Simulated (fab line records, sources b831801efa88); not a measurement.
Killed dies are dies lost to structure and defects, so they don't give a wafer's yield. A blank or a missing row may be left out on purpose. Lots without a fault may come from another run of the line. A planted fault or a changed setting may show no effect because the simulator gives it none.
A struck lot beside a sound one | flow sky130 | 19 steps out of a route of 708
Sound: wafers L619.1, L619.5, L619.6. Struck: wafer L611.5. (L611.1, L611.6 of the same lot were not struck and are left out.) The cause comes at the end.
At each step with rows: each side's tool, then ch and its chambers, then its first start. Under that, the readings that differ: sound wafers | struck wafers | difference of the means | sigmas: that difference in standard deviations of wafers without a fault.
alike: readings whose means differ by less than 2 such deviations, and words and numbers that are the same on both sides. not compared: withheld readings, readings that some wafer has no value for, bounds like >300 that may hide the same value, and numbers for which the record gives no deviation and whose values overlap.
The two part at a step that has a row with sigmas, a row that says differs or no value, or rows on one side only. Numbers that don't overlap but have no deviation are shown without sigmas and don't part them. A reading that every wafer of one side lacks parts them only if that side has two wafers or more.

SKY_CONTACT_ETCH_18: etches Si3N4 in CHF3/O2, stops on TiN, time 39 s, target depth 75 nm.
  sound on rie_diel-04 ch 0,2,3; struck on rie_diel-01 ch 1
  reading               | sound             | struck | difference | sigmas
  chf3_flow_sccm (sccm) | 49.61 50.17 49.81 | 50.25  | +0.39      | +3
  alike: drypump_motor_current_A, oes_product_au, rf_fwd_power_W, throttle_valve_pct
  not compared: rf_hours_counter_h
then, 6 steps without rows for these wafers: SKY_CONTACT_STRIP_19 (strips in O2/N2); SKY_CONTACT_STRIP_20 (strips in post etch residue remover, time 1200 s); SKY_CONTACT_CLEAN_21 (cleans in IPA, time 180 s); SKY_CONTACT_CLEAN_22 (cleans in O3/DIW); SKY_CONTACT_SPUTTER_23 (material TiN, target thk 20 nm, time 80 s); SKY_CONTACT_CVD_24 (deposits W, target thk 340 nm, time 102.12 s).
SKY_CONTACT_RS_MEAS_25: measures by four-point-probe.
  sound on film_metro-04, day 35 21:59; struck on film_metro-04, day 33 00:53
  alike: CONTACT_W_RS
SKY_CONTACT_THK_MEAS_26: measures by xrf.
  sound on film_metro-04, day 35 22:06; struck on film_metro-04, day 33 01:01
  alike: CONTACT_W_THK
SKY_CONTACT_CMP_27: polishes, stops on SiO2, t overpolish 15 s, target thk 0 nm.
  sound on cmp-02 ch 0,1,2, day 35 22:16; struck on cmp-02 ch 3, day 33 01:07
  alike: motor_current_A, overpolish_run_s, platen_rpm, time_to_endpoint_s
then, 1 step without rows for these wafers: SKY_METAL1_SPUTTER_00 (material Ti, target thk 15 nm, time 10 s).
SKY_METAL1_SPUTTER_01: material TiN, target thk 20 nm, time 16.7 s.
  sound on pvd_sputter-01, day 35 22:29; struck on pvd_sputter-02, day 33 01:23
  alike: cathode_dc_power_W, throttle_valve_pct
SKY_METAL1_SPUTTER_02: material AlCu, target thk 250 nm, time 13.3 s.
  sound on pvd_sputter-01, day 35 22:31; struck on pvd_sputter-02, day 33 01:25
  reading                                     | sound             | struck | difference | sigmas
  cathode_dc_power_W (W)                      | 10602 10601 10602 | 9312.4 | -1289.3    | -99 or more
  model.AlCu_of_METAL1_SPUTTER_02.thk_nm (nm) | 253.2 253.3 252.6 | 222.1  | -30.9      |
  alike: throttle_valve_pct
SKY_METAL1_SPUTTER_03: material Ti, target thk 5 nm, time 3.3 s.
  sound on pvd_sputter-01, day 35 22:32; struck on pvd_sputter-02, day 33 01:26
  alike: cathode_dc_power_W, throttle_valve_pct
SKY_METAL1_SPUTTER_04: material TiN, target thk 70 nm, time 58.3 s.
  sound on pvd_sputter-01, day 35 22:33; struck on pvd_sputter-02, day 33 01:28
  alike: cathode_dc_power_W, throttle_valve_pct
SKY_METAL1_RS_MEAS_05: measures by four-point-probe.
  sound on film_metro-04, day 35 22:38; struck on film_metro-03, day 33 01:31
  reading                 | sound                | struck | difference | sigmas
  METAL1_ALCU_RS (ohm/sq) | 0.1250 0.1252 0.1255 | 0.1430 | +0.0178    | +13
SKY_METAL1_THK_MEAS_06: measures by xrf.
  sound on film_metro-04, day 35 22:45; struck on film_metro-03, day 33 01:38
  reading              | sound       | struck | difference | sigmas
  METAL1_ALCU_THK (nm) | 257 257 255 | 225    | -31        | -10
then, 1 step without rows for these wafers: SKY_METAL1_DEHYDRATE_07 (time 60 s).
-- the record jumps here: 14 days lie between the struck wafers' starts before and after (it left off in module METAL1 and takes up again in module PAD_OPEN, whose first step shown is number 708 of the route) --
SKY_PAD_OPEN_PROBE_99:
  sound on prober-02, day 49 00:41; struck on prober-02, day 46 21:56
  reading                      | sound                | struck | difference | sigmas
  model.etest.met1.line_ohm_um | 0.9 0.908 0.9015     | 0.9935 | +0.0903    |
  model.etest.met1.rs_ohm_sq   | 0.1272 0.1265 0.1271 | 0.1458 | +0.0189    |
  alike: defect_limited_yield, killed_at_M0_to_M3, killed_at_M4_up, killed_at_contacts, killed_at_front_end, killed_at_other, killed_dies, killed_open, killed_short, sort_bin_3_pad_short, sort_bin_5_function, sort_bin_6_memory, sort_n_pass, sort_yield_pct

WHERE THEY PART
First at SKY_CONTACT_ETCH_18; last, within this record, at SKY_METAL1_THK_MEAS_06. Later steps at which nothing parts them and some readings are alike: SKY_PAD_OPEN_PROBE_99.

WHY: what the simulator had put in
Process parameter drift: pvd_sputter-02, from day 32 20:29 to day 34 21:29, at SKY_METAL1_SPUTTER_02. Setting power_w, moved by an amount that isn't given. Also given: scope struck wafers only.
